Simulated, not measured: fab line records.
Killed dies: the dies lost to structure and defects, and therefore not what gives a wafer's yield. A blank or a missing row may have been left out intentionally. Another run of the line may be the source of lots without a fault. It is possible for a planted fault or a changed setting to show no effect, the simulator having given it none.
Which of the tools did it? -- flow sky130 -- 12 lots, 36 wafers sampled, at 5 steps of a route of 708

## WHAT THE GAUGES READ, wafer by wafer
SKY_VIA2_THK_MEAS_01. Usual: for VIA2_HDPCVD_THK the level is 1174 nm and the standard deviation is 11.
lot,measured,on,VIA2_HDPCVD_THK (nm),flag
L912,day 35 22:24,film-metro-02,1174 1158 1164,
L913,day 35 22:44,film-metro-04,1170 1171 1176,
L911,day 36 02:41,film-metro-01,1173 1173 1178,
L914,day 36 03:02,film-metro-02,1157 1749 1766 1159 1749 1766,OFF
L917,day 37 07:18,film-metro-01,1172 1170 1770 1174 1170 1770,OFF
L925,day 39 14:41,film-metro-01,1158 1178 1163,
L926,day 39 16:52,film-metro-01,1185 1187 1187,
L927,day 40 02:48,film-metro-02,1173 1183 1169,
L928,day 40 09:45,film-metro-04,1166 1164 1155,
L931,day 41 23:17,film-metro-02,1178 1167 1182,
L933,day 42 00:10,film-metro-02,1186 1170 1174,
L932,day 42 01:18,film-metro-02,1164 1174 1172,

SKY_VIA2_CD_MEAS_12 targets a cd of 200 nm. Usual: cd-nm at 200.0 nm, with a standard deviation of 1.5.
lot,measured,on,cd-nm (nm),flag
L912,day 36 23:46,cd-sem-02,200.1 200.3 201.4,
L913,day 36 23:51,cd-sem-02,201.0 200.5 201.5,
L911,day 37 04:11,cd-sem-02,199.2 198.4 198.6,
L914,day 37 04:54,cd-sem-02,199.8 200.8 199.3,
L917,day 38 09:11,cd-sem-01,200.8 201.9 201.9,
L925,day 40 15:08,cd-sem-02,200.7 197.9 198.8,
L926,day 40 17:26,cd-sem-02,200.3 199.0 199.2,
L927,day 41 03:32,cd-sem-02,200.4 201.7 202.0,
L928,day 41 10:08,cd-sem-02,198.5 197.5 197.8,
L931,day 42 22:44,cd-sem-02,202.2 201.4 203.0,
L933,day 42 23:32,cd-sem-02,198.5 199.8 199.2,
L932,day 43 00:24,cd-sem-01,200.9 200.0 200.0,

SKY_VIA2_THK_MEAS_23: measures by xrf. Usual: for VIA2_W_THK the level is 446 nm and the standard deviation is 9.3.
lot,measured,on,VIA2_W_THK (nm),flag
L912,day 37 00:55,film-metro-04,458 448 457,
L913,day 37 01:04,film-metro-01,449 446 443,
L911,day 37 05:21,film-metro-04,458 453 455,
L914,day 37 06:04,film-metro-04,453 459 456,
L917,day 38 10:23,film-metro-04,451 455 448,
L925,day 40 16:18,film-metro-02,437 440 436,
L926,day 40 18:37,film-metro-02,435 431 434,
L927,day 41 04:42,film-metro-04,460 463 449,
L928,day 41 11:18,film-metro-02,447 449 439,
L931,day 42 23:57,film-metro-02,437 435 443,
L933,day 43 00:49,film-metro-01,454 448 451,
L932,day 43 01:35,film-metro-02,438 437 429,

## EACH LOT AND THE TOOL THAT RAN IT (in order: tool; ch and the chambers of the sampled wafers; start)
lot,SKY_VIA2_HDPCVD_00,SKY_VIA2_ETCH_15
L912,"hdpcvd-02 ch 0,1, day 35 22:16","rie-diel-01 ch 0,2, day 36 23:56"
L913,"hdpcvd-02 ch 0,1,2, day 35 22:37","rie-diel-04 ch 0,1,3, day 37 00:03"
L911,"hdpcvd-01 ch 1,2, day 36 02:34","rie-diel-03 ch 1,2,3, day 37 04:23"
L914,"hdpcvd-02 ch 1,2, day 36 02:54","rie-diel-03 ch 1,2,3, day 37 05:05"
L917,"hdpcvd-02 ch 0,2, day 37 07:07","rie-diel-04 ch 0,1,3, day 38 09:23"
L925,"hdpcvd-01 ch 0,1,2, day 39 14:34","rie-diel-01 ch 0,1, day 40 15:20"
L926,"hdpcvd-01 ch 0,1,2, day 39 16:45","rie-diel-03 ch 0,3, day 40 17:38"
L927,"hdpcvd-02 ch 1,2, day 40 02:40","rie-diel-01 ch 0,2,3, day 41 03:41"
L928,"hdpcvd-01 ch 1,2, day 40 09:37","rie-diel-03 ch 1,2, day 41 10:20"
L931,"hdpcvd-02 ch 0,1,2, day 41 23:10","rie-diel-01 ch 0,1,2, day 42 22:56"
L933,"hdpcvd-01 ch 1,2, day 42 00:01","rie-diel-03 ch 1,2,3, day 42 23:41"
L932,"hdpcvd-02 ch 0,1, day 42 01:10","rie-diel-01 ch 0,1,3, day 43 00:35"
- SKY_VIA2_HDPCVD_00: deposits SiO2, target thk 1180 nm, time 196.7 s.
- SKY_VIA2_ETCH_15: etches SiO2 in C4F8/O2/Ar, stops on TiN, target depth 546 nm, time 84 s.

## AS READ BY THE TOOLS THEMSELVES (means over the sampled wafers that have a number; for cases with no such wafer, the mark the record gives instead)
SKY_VIA2_HDPCVD_00. Usual: pressure-mtorr at 6.003 mTorr, with a standard deviation of 0.01.
lot,tool,pressure-mtorr (mTorr),flag
L912,hdpcvd-02,6.004,
L913,hdpcvd-02,6.007,
L911,hdpcvd-01,5.999,
L914,hdpcvd-02,5.996,
L917,hdpcvd-02,5.999,
L925,hdpcvd-01,6.005,
L926,hdpcvd-01,6.005,
L927,hdpcvd-02,6.009,
L928,hdpcvd-01,5.993,
L931,hdpcvd-02,5.999,
L933,hdpcvd-01,5.988,
L932,hdpcvd-02,5.994,

SKY_VIA2_ETCH_15. Usual: oes-product-au at 0.939 a.u., with a standard deviation of 0.0046.
lot,tool,oes-product-au (a.u.),flag
L912,rie-diel-01,0.942,
L913,rie-diel-04,0.939,
L911,rie-diel-03,0.938,
L914,rie-diel-03,0.939,
L917,rie-diel-04,0.943,
L925,rie-diel-01,0.934,
L926,rie-diel-03,0.939,
L927,rie-diel-01,0.939,
L928,rie-diel-03,0.940,
L931,rie-diel-01,0.934,
L933,rie-diel-03,0.939,
L932,rie-diel-01,0.940,

## THE ANSWER, worked out from the rows above alone
Rule: take the mean of a lot's wafers that have a number; if it is more than 3 standard deviations from the usual mean, the lot is off. Also off: a lot with no number at a reading for which 4 or more lots have one. The other lots that the step has rows for count as sound. After the gauges, taken in route order, come the tools' own readings; for these a lot's mean is taken, as printed above. The first step at which some lot is off is used, and at that step the reading that is off furthest; a lot without a number counts as furthest.
Off: L914, L917, seen at SKY_VIA2_THK_MEAS_01 (VIA2_HDPCVD_THK).
If a tool, at a process step before that reading, ran all the lots that are off and no sound lot after the first of them, it fits. Gauges at SKY_VIA2_THK_MEAS_01: tried the same way as those tools. None of those tried fits.

## WHAT THE SIMULATOR PUT IN
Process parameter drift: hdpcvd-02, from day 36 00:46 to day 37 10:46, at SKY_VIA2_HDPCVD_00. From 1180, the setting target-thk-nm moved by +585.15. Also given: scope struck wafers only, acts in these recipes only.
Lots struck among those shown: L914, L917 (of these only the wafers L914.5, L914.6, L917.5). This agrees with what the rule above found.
